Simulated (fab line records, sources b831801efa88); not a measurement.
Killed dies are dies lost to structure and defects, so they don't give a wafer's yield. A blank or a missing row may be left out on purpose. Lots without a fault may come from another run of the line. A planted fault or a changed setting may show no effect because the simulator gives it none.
fab line records | flow gf180mcu
record lots=6 wafers=18 last_day=34
route steps=602 shown DNWELL@39 NWELL@42 LVPWELL@54 MVSD@66 MVPSD@78
lots that met no fault: from a run of the same line without faults
start_h: hours from the record's first day to the start of the lot's first wafer shown | wait_h: hours since the lot's step before | " the same as in the row above | L1.1+2: a row that stands for several wafers | - no value, or no start given | * or withheld: withheld | < > ~ a bound
route shown NAME@n: a module of which the file shows steps, and the number in the route of the first | usual: mean/standard deviation of fault-free wafers | same: alike in all rows | chamber/n: place in a boat | sites: the reading at each site | _std_site: their standard deviation | _edge_site: outer sites' mean less inner sites' | radius_mm: how far each site lies from the wafer's centre | mask NAME#n: copy n | behind: the tool/chamber that last shaped the wafer | hold: why the lot was held/for how many hours/how that ended | device: the transistor (n, p or np) that didn't switch | end of line: the same wafers' tests at the end of the route | a step without rows: its recipe alone | killed: dies lost to structure and defects at the first sort, not the wafer's yield | map: a wafer's dies, x killed, . not, _ none there
set.NAME: the setting as run; set.NAME@STEP: as run at that earlier step | model.NAME: the simulator's own value behind a step, which no gauge read
lots at some steps of the route; a table a step, a row a wafer
services: from which hour (start_h, from the record's first day; less than 0 if before it) a tool's chamber was out of use, for how many hours, and why
## steps
# step GF_DNWELL_IMPLANT_07
# recipe species=P energy_kev=1500 dose_cm2=1e+13 tilt_deg=0
# step GF_DNWELL_STRIP_08
# recipe chemistry=O2/N2 power_w=1400 pressure_mtorr=1500 platen_temp_c=250 o2_flow_sccm=3000 n2_flow_sccm=300 overash_fraction=0.5
# usual drypump_motor_current_A=5.6/0.68 heater_power_w=329/31 oes_product_au=0.723/0.0042 strip_time_to_endpoint_s=36.94/0.11
# columns lot.wafer tool chamber start_h wait_h drypump_motor_current_A heater_power_w oes_product_au rf_hours_counter_h strip_time_to_endpoint_s
L231.3 plasma_asher-02 0 50.11 0.1 6.4 353 0.727 - 36.83
L231.4 " 1 " " 4.7 298 0.723 - 36.93
L231.6 " 1 " " 4.7 284 0.715 - 36.81
L234.1 plasma_asher-03 0 64.68 0.1 4.8 334 0.719 43 36.92
L234.5 " 1 " " 5.8 332 0.722 - 36.95
L234.6 " 0 " " 4.8 327 0.723 - 37.08
L235.2 plasma_asher-03 1 70.07 0.1 5.8 346 0.735 44 36.98
L235.3 " 0 " " 4.8 333 0.729 - 36.95
L235.6 " 1 " " 5.8 332 0.722 - 36.86
L237.3 plasma_asher-02 0 79.81 0.1 6.4 343 0.717 - 36.99
L237.5 " 0 " " 6.4 362 0.723 - 36.90
L237.6 " 1 " " 4.7 286 0.732 - 36.90
L247.3 plasma_asher-03 0 134.16 0.1 4.8 323 0.719 - 37.01
L247.4 " 1 " " 5.8 332 0.719 - 36.98
L247.6 " 1 " " 5.8 335 0.723 - 36.93
L252.3 plasma_asher-03 0 160.52 0.1 4.8 330 0.725 - 37.15
L252.4 " 1 " " 5.8 328 0.719 - 37.13
L252.6 " 1 " " 5.8 334 0.718 - 37.07
# step GF_DNWELL_TW_MEAS_09
# usual DNWELL_TW=1369/15
# columns lot.wafer tool chamber start_h wait_h DNWELL_TW
L231.3 film_metro-03 - 50.20 0.1 1387
L231.4 " - " " 1383
L231.6 " - " " 1390
L234.1 film_metro-02 - 64.78 0.1 1341
L234.5 " - " " 1346
L234.6 " - " " 1343
L235.2 film_metro-02 - 70.18 0.1 1352
L235.3 " - " " 1354
L235.6 " - " " 1346
L237.3 film_metro-01 - 79.90 0.1 1383
L237.5 " - " " 1383
L237.6 " - " " 1388
L247.3 film_metro-03 - 134.24 0.1 1378
L247.4 " - " " 1373
L247.6 " - " " 1382
L252.3 film_metro-03 - 160.61 0.1 1395
L252.4 " - " " 1385
L252.6 " - " " 1390
# step GF_NWELL_DEHYDRATE_00
# recipe temp_c=200 time_s=60
# step GF_NWELL_HMDS_01
# recipe prime_time_s=60 prime_temp_c=120
# step GF_NWELL_COAT_02
# recipe spin_rpm=2000 resist_thk_nm=3000
# step GF_NWELL_SOFTBAKE_03
# recipe temp_c=110 time_s=withheld
# step GF_NWELL_EXPOSE_04
# recipe mask_id=Nwell target_cd_nm=860 na=0.6 source_shape=conventional sigma_outer=0.6 dose_mj=260
# step GF_NWELL_PEB_05
# recipe temp_c=115 time_s=withheld
# step GF_NWELL_DEVELOP_06
# recipe wall_angle_deg=90 develop_time_s=60 dev_temp_c=23
# step GF_NWELL_OVL_MEAS_07
# usual NWELL_OVL=1.9/1.1
# columns lot.wafer tool chamber start_h wait_h NWELL_OVL[nm]
L231.3 overlay-02 - 63.09 - -0.4
L231.4 " - " " 0.0
L231.6 " - " " -0.4
L234.1 overlay-01 - 78.48 - 3.2
L234.5 " - " " 2.4
L234.6 " - " " 2.3
L235.2 overlay-02 - 84.04 - 1.2
L235.3 " - " " 1.7
L235.6 " - " " 3.2
L237.3 overlay-01 - 93.90 - 2.0
L237.5 " - " " 3.5
L237.6 " - " " 1.6
L247.3 overlay-01 - 150.39 - 0.3
L247.4 " - " " 0.5
L247.6 " - " " 2.3
L252.3 overlay-01 - 176.30 - 1.8
L252.4 " - " " 0.3
L252.6 " - " " 3.1
# step GF_NWELL_IMPLANT_08
# recipe species=P energy_kev=450 dose_cm2=1.5e+13 tilt_deg=0
# step GF_NWELL_IMPLANT_09
# recipe species=P energy_kev=160 dose_cm2=4e+12 tilt_deg=0
# usual beam_energy_keV=159.99/0.06 beam_on_s=9.99/0.22
# columns lot.wafer tool chamber start_h wait_h beam_energy_keV beam_on_s
L231.3 implanter-03 0 63.31 0.1 159.99 10.05
L231.4 " 0 " " 160.02 9.88
L231.6 " 0 " " 160.03 10.02
L234.1 implanter-04 - 78.67 0.1 - -
L234.5 " - " " - -
L234.6 " - " " - -
L235.2 implanter-03 - 84.25 0.1 - -
L235.3 " - " " - -
L235.6 " - " " - -
L237.3 implanter-04 0 94.12 0.1 159.97 9.92
L237.5 " 0 " " 159.84 10.26
L237.6 " 0 " " 159.94 10.06
L247.3 implanter-04 0 150.62 0.1 159.99 9.86
L247.4 " 0 " " 160.03 9.69
L247.6 " 0 " " 160.04 9.63
L252.3 implanter-01 0 176.52 0.1 159.94 9.94
L252.4 " 0 " " 159.92 10.32
L252.6 " 0 " " 159.93 10.11
# step GF_NWELL_STRIP_10
# recipe chemistry=O2/N2 power_w=1400 pressure_mtorr=1500 platen_temp_c=250 o2_flow_sccm=3000 n2_flow_sccm=300 overash_fraction=0.5
# usual drypump_motor_current_A=5.6/0.41 heater_power_w=329/30 oes_product_au=0.722/0.0044 strip_time_to_endpoint_s=37.00/0.097
# columns lot.wafer tool chamber start_h wait_h drypump_motor_current_A heater_power_w oes_product_au rf_hours_counter_h strip_time_to_endpoint_s
L231.3 plasma_asher-03 0 63.44 0.1 4.8 325 0.718 - 36.94
L231.4 " 1 " " 5.8 324 0.725 - 37.03
L231.6 " 0 " " 4.8 328 0.725 - 36.88
L234.1 plasma_asher-04 0 78.82 0.1 5.9 292 0.721 26 37.04
L234.5 " 0 " " 5.9 286 0.722 - 36.89
L234.6 " 1 " " 6.0 379 0.729 - 37.00
L235.2 plasma_asher-04 1 84.37 0.1 6.0 376 0.723 26 37.16
L235.3 " 0 " " 5.9 290 0.724 - 36.95
L235.6 " 0 " " 5.9 286 0.715 - 37.14
L237.3 plasma_asher-03 0 94.26 0.1 4.8 334 0.719 - 37.00
L237.5 " 0 " " 4.8 333 0.720 - 37.02
L237.6 " 1 " " 5.8 341 0.721 - 37.04
L247.3 plasma_asher-01 1 150.75 0.1 5.4 284 0.719 - 36.76
L247.4 " 0 " " 5.7 335 0.716 - 36.97
L247.6 " 0 " " 5.7 348 0.722 - 36.87
L252.3 plasma_asher-01 0 176.66 0.1 5.7 354 0.727 - 36.98
L252.4 " 1 " " 5.4 287 0.722 - 36.99
L252.6 " 0 " " 5.7 349 0.711 - 37.10
# step GF_NWELL_TW_MEAS_11
# usual NWELL_TW=1599/15
# columns lot.wafer tool chamber start_h wait_h NWELL_TW
L231.3 film_metro-03 - 63.53 0.1 1617
L231.4 " - " " 1617
L231.6 " - " " 1608
L234.1 film_metro-03 - 78.92 0.1 1540
L234.5 " - " " 1533
L234.6 " - " " 1537
L235.2 film_metro-04 - 84.48 0.1 1504
L235.3 " - " " 1497
L235.6 " - " " 1500
L237.3 film_metro-01 - 94.34 0.1 1600
L237.5 " - " " 1594
L237.6 " - " " 1597
L247.3 film_metro-04 - 150.84 0.1 1572
L247.4 " - " " 1577
L247.6 " - " " 1576
L252.3 film_metro-01 - 176.74 0.1 1594
L252.4 " - " " 1591
L252.6 " - " " 1601
# step GF_LVPWELL_DEHYDRATE_00
# recipe temp_c=200 time_s=60
# step GF_LVPWELL_HMDS_01
# recipe prime_time_s=60 prime_temp_c=120
# step GF_LVPWELL_COAT_02
# recipe spin_rpm=2000 resist_thk_nm=3000
# step GF_LVPWELL_SOFTBAKE_03
# recipe temp_c=110 time_s=withheld
# step GF_LVPWELL_EXPOSE_04
# recipe mask_id=LVPWELL target_cd_nm=600 na=0.6 source_shape=conventional sigma_outer=0.6 dose_mj=260
# step GF_LVPWELL_PEB_05
# recipe temp_c=115 time_s=withheld
# step GF_LVPWELL_DEVELOP_06
# recipe wall_angle_deg=90 develop_time_s=60 dev_temp_c=23
# step GF_LVPWELL_OVL_MEAS_07
# usual LVPWELL_OVL=0.9/1.6
# columns lot.wafer tool chamber start_h wait_h LVPWELL_OVL[nm]
L231.3 overlay-02 - 77.33 - -0.1
L231.4 " - " " 0.1
L231.6 " - " " 0.4
L234.1 overlay-01 - 92.17 - -1.0
L234.5 " - " " -1.3
L234.6 " - " " -1.1
L235.2 overlay-01 - 98.28 - -0.6
L235.3 " - " " -0.3
L235.6 " - " " 0.1
L237.3 overlay-02 - 108.98 - 1.3
L237.5 " - " " 0.8
L237.6 " - " " 2.1
L247.3 overlay-02 - 166.28 - -2.1
L247.4 " - " " -0.6
L247.6 " - " " 0.7
L252.3 overlay-02 - 193.79 - 3.6
L252.4 " - " " 0.4
L252.6 " - " " 3.2
# step GF_LVPWELL_IMPLANT_08
# recipe species=B energy_kev=170 dose_cm2=1.5e+13 tilt_deg=0
# step GF_LVPWELL_IMPLANT_09
# recipe species=B energy_kev=60 dose_cm2=5e+12 tilt_deg=0
# step GF_LVPWELL_STRIP_10
# recipe chemistry=O2/N2 power_w=1400 pressure_mtorr=1500 platen_temp_c=250 o2_flow_sccm=3000 n2_flow_sccm=300 overash_fraction=0.5
# usual drypump_motor_current_A=5.4/0.66 heater_power_w=327/25 oes_product_au=0.723/0.0045 strip_time_to_endpoint_s=36.97/0.1
# columns lot.wafer tool chamber start_h wait_h drypump_motor_current_A heater_power_w oes_product_au rf_hours_counter_h strip_time_to_endpoint_s
L231.3 plasma_asher-02 1 77.69 0.1 4.7 292 0.717 - 36.94
L231.4 " 0 " " 6.4 359 0.721 - 36.83
L231.6 " 0 " " 6.4 359 0.725 - 36.97
L234.1 plasma_asher-03 1 92.51 0.1 5.8 322 0.729 46 36.96
L234.5 " 0 " " 4.8 330 0.719 - 37.05
L234.6 " 1 " " 5.8 335 0.722 - 37.03
L235.2 plasma_asher-02 0 98.61 0.1 6.4 353 0.728 44 36.99
L235.3 " 1 " " 4.7 288 0.722 - 37.06
L235.6 " 0 " " 6.4 364 0.721 - 37.01
L237.3 plasma_asher-02 0 109.34 0.1 6.4 359 0.722 - 36.99
L237.5 " 0 " " 6.4 355 0.711 - 36.89
L237.6 " 1 " " 4.7 288 0.725 - 36.90
L247.3 plasma_asher-02 1 166.64 0.1 4.7 294 0.716 - 37.13
L247.4 " 0 " " 6.4 353 0.723 - 37.12
L247.6 " 0 " " 6.4 357 0.722 - 37.02
L252.3 plasma_asher-02 0 200.73 0.1 6.4 354 0.724 - 36.95
L252.4 " 1 " " 4.7 297 0.725 - 37.00
L252.6 " 1 " " 4.7 292 0.730 - 36.99
# step GF_LVPWELL_TW_MEAS_11
# usual LVPWELL_TW=569/6.2
# columns lot.wafer tool chamber start_h wait_h LVPWELL_TW
L231.3 film_metro-03 - 77.78 0.1 570
L231.4 " - " " 572
L231.6 " - " " 574
L234.1 film_metro-03 - 92.61 0.1 574
L234.5 " - " " 573
L234.6 " - " " 573
L235.2 film_metro-03 - 98.72 0.1 571
L235.3 " - " " 572
L235.6 " - " " 569
L237.3 film_metro-04 - 109.43 0.1 562
L237.5 " - " " 561
L237.6 " - " " 560
L247.3 film_metro-03 - 166.72 0.1 571
L247.4 " - " " 574
L247.6 " - " " 574
L252.3 film_metro-04 - 200.82 0.1 561
L252.4 " - " " 558
L252.6 " - " " 557
# step GF_MVSD_DEHYDRATE_00
# recipe temp_c=200 time_s=60
# step GF_MVSD_HMDS_01
# recipe prime_time_s=60 prime_temp_c=120
# step GF_MVSD_COAT_02
# recipe spin_rpm=2000 resist_thk_nm=3000
# step GF_MVSD_SOFTBAKE_03
# recipe temp_c=110 time_s=withheld
# step GF_MVSD_EXPOSE_04
# recipe mask_id=MVSD target_cd_nm=1000 na=0.6 source_shape=conventional sigma_outer=0.6 dose_mj=260
# step GF_MVSD_PEB_05
# recipe temp_c=115 time_s=withheld
# step GF_MVSD_DEVELOP_06
# recipe wall_angle_deg=90 develop_time_s=60 dev_temp_c=23
# step GF_MVSD_OVL_MEAS_07
# usual MVSD_OVL=0.4/1.5
# columns lot.wafer tool chamber start_h wait_h MVSD_OVL[nm]
L231.3 overlay-01 - 91.23 - -0.1
L231.4 " - " " -0.6
L231.6 " - " " 0.5
L234.1 overlay-02 - 107.03 - 1.8
L234.5 " - " " -0.5
L234.6 " - " " 1.2
L235.2 overlay-02 - 113.78 - 2.6
L235.3 " - " " 0.4
L235.6 " - " " 3.1
L237.3 overlay-01 - 123.74 - 0.7
L237.5 " - " " 2.5
L237.6 " - " " 2.8
L247.3 overlay-01 - 182.53 - -1.8
L247.4 " - " " 0.4
L247.6 " - " " -0.3
L252.3 overlay-02 - 216.99 - 0.2
L252.4 " - " " 1.3
L252.6 " - " " 1.9
# step GF_MVSD_IMPLANT_08
# recipe species=P energy_kev=400 dose_cm2=1.6e+13 tilt_deg=0
# step GF_MVSD_IMPLANT_09
# recipe species=P energy_kev=100 dose_cm2=5e+12 tilt_deg=0
# step GF_MVSD_STRIP_10
# recipe chemistry=O2/N2 power_w=1400 pressure_mtorr=1500 platen_temp_c=250 o2_flow_sccm=3000 n2_flow_sccm=300 overash_fraction=0.5
# usual drypump_motor_current_A=5.6/0.53 heater_power_w=325/33 oes_product_au=0.722/0.0045 strip_time_to_endpoint_s=36.98/0.1
# columns lot.wafer tool chamber start_h wait_h drypump_motor_current_A heater_power_w oes_product_au rf_hours_counter_h strip_time_to_endpoint_s
L231.3 plasma_asher-04 1 91.59 0.1 6.0 377 0.729 - 37.01
L231.4 " 0 " " 5.9 286 0.719 - 37.07
L231.6 " 0 " " 5.9 293 0.718 - 37.05
L234.1 plasma_asher-02 0 107.37 0.1 6.4 356 0.726 45 36.80
L234.5 " 0 " " 6.4 346 0.724 - 36.91
L234.6 " 1 " " 4.7 295 0.716 - 36.99
L235.2 plasma_asher-02 1 114.11 0.1 4.7 300 0.717 46 36.89
L235.3 " 1 " " 4.7 294 0.731 - 36.96
L235.6 " 0 " " 6.4 353 0.720 - 36.93
L237.3 plasma_asher-01 1 124.10 0.1 5.4 300 0.719 - 37.02
L237.5 " 0 " " 5.7 345 0.720 - 36.86
L237.6 " 1 " " 5.4 294 0.721 - 36.94
L247.3 plasma_asher-04 1 182.89 0.1 6.0 375 0.728 - 37.19
L247.4 " 0 " " 5.9 287 0.728 - 37.11
L247.6 " 0 " " 5.9 289 0.717 - 37.15
L252.3 plasma_asher-01 1 217.34 0.1 5.4 285 0.726 - 36.82
L252.4 " 0 " " 5.7 337 0.722 - 36.84
L252.6 " 0 " " 5.7 353 0.713 - 36.94
# step GF_MVSD_TW_MEAS_11
# usual MVSD_TW=1604/16
# columns lot.wafer tool chamber start_h wait_h MVSD_TW
L231.3 film_metro-04 - 91.68 0.1 1574
L231.4 " - " " 1585
L231.6 " - " " 1579
L234.1 film_metro-03 - 107.47 0.1 1615
L234.5 " - " " 1604
L234.6 " - " " 1620
L235.2 film_metro-03 - 114.22 0.1 1614
L235.3 " - " " 1611
L235.6 " - " " 1612
L237.3 film_metro-01 - 124.19 0.1 1599
L237.5 " - " " 1598
L237.6 " - " " 1601
L247.3 film_metro-03 - 182.97 0.1 1628
L247.4 " - " " 1616
L247.6 " - " " 1626
L252.3 film_metro-04 - 217.43 0.1 1574
L252.4 " - " " 1587
L252.6 " - " " 1587
# step GF_MVPSD_DEHYDRATE_00
# recipe temp_c=200 time_s=60
# step GF_MVPSD_HMDS_01
# recipe prime_time_s=60 prime_temp_c=120
# step GF_MVPSD_COAT_02
# recipe spin_rpm=2000 resist_thk_nm=3000
# step GF_VT_IMPLANT_RS_MEAS_47
# recipe thk_meas_gauge=four-point-probe
# usual NWELL_RS=487.8/1.2
# columns lot.wafer tool chamber start_h wait_h NWELL_RS[ohm/sq]
L231.3 film_metro-03 - 168.73 0.1 487.6
L231.4 " - " " 488.1
L231.6 " - " " 487.7
L234.1 film_metro-01 - 187.25 0.1 -
L234.5 " - " " -
L234.6 " - " " -
L235.2 film_metro-04 - 192.98 0.1 -
L235.3 " - " " -
L235.6 " - " " -
L237.3 film_metro-04 - 206.04 0.1 488.5
L237.5 " - " " 490.2
L237.6 " - " " 490.0
L247.3 film_metro-01 - 271.44 0.1 488.2
L247.4 " - " " 488.7
L247.6 " - " " 489.4
L252.3 film_metro-04 - 314.34 0.1 488.3
L252.4 " - " " 487.6
L252.6 " - " " 487.9
## services
# columns tool chamber start_h hours kind
implanter-03 - 26.65 1.2 repair
implanter-04 - 37.52 20.5 repair
plasma_asher-03 - 41.43 5.5 repair
implanter-04 - 45.95 3.0 repair
implanter-04 - 64.51 3.4 pm
plasma_asher-03 - 106.92 4.3 repair
plasma_asher-01 - 108.75 9.0 pm
plasma_asher-01 0 108.75 9.0 vent_cycle
plasma_asher-01 1 108.75 9.0 vent_cycle
plasma_asher-01 0 117.75 - clean
plasma_asher-01 1 117.75 - clean
plasma_asher-02 - 117.80 11.3 repair
implanter-03 - 118.18 1.6 repair
implanter-03 - 138.00 3.9 repair
plasma_asher-04 - 141.80 3.8 repair
plasma_asher-03 - 144.20 1.6 repair
implanter-04 - 166.61 4.8 pm
implanter-04 - 202.19 3.1 repair
implanter-03 - 205.97 1.4 repair
plasma_asher-01 - 214.95 0.4 repair
## key
first_sign step=GF_NWELL_IMPLANT_09 reading=tool_record direction=missing
effect step=GF_NWELL_TW_MEAS_11 reading=NWELL_TW direction=down sigmas=5.2 usual=1599 struck=1519
effect step=GF_VT_IMPLANT_RS_MEAS_47 reading=NWELL_RS direction=missing
met_at GF_NWELL_IMPLANT_09
struck_wafers L234.1,L234.5,L234.6,L235.2,L235.3,L235.6
later_rows_left_out L234.1,L234.5,L234.6,L235.2,L235.3,L235.6
sort_left_out L234.1,L234.5,L234.6,L235.2,L235.3,L235.6
tester_left_out L234,L235
onset_between 63.31 78.67
fault kind=skipped_step_whole tool=implanter-03,implanter-04 chamber=- onset_h=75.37 steps=GF_NWELL_IMPLANT_09 scope=struck_lots_only
# tester_left_out: of these lots the tester's yield and bins aren't shown, on N5 and GAA mostly nor the transistor test; their killed dies are dies lost to structure and defects alone, not to doping, threshold or leakage, so they don't give the yield
# sort_left_out: the simulated sort isn't trusted on such a fault, so these wafers' sort isn't shown, and their yield isn't known
# later_rows_left_out: the simulator's readings of these wafers behind a module that went badly wrong aren't trusted and aren't shown, but for the sort
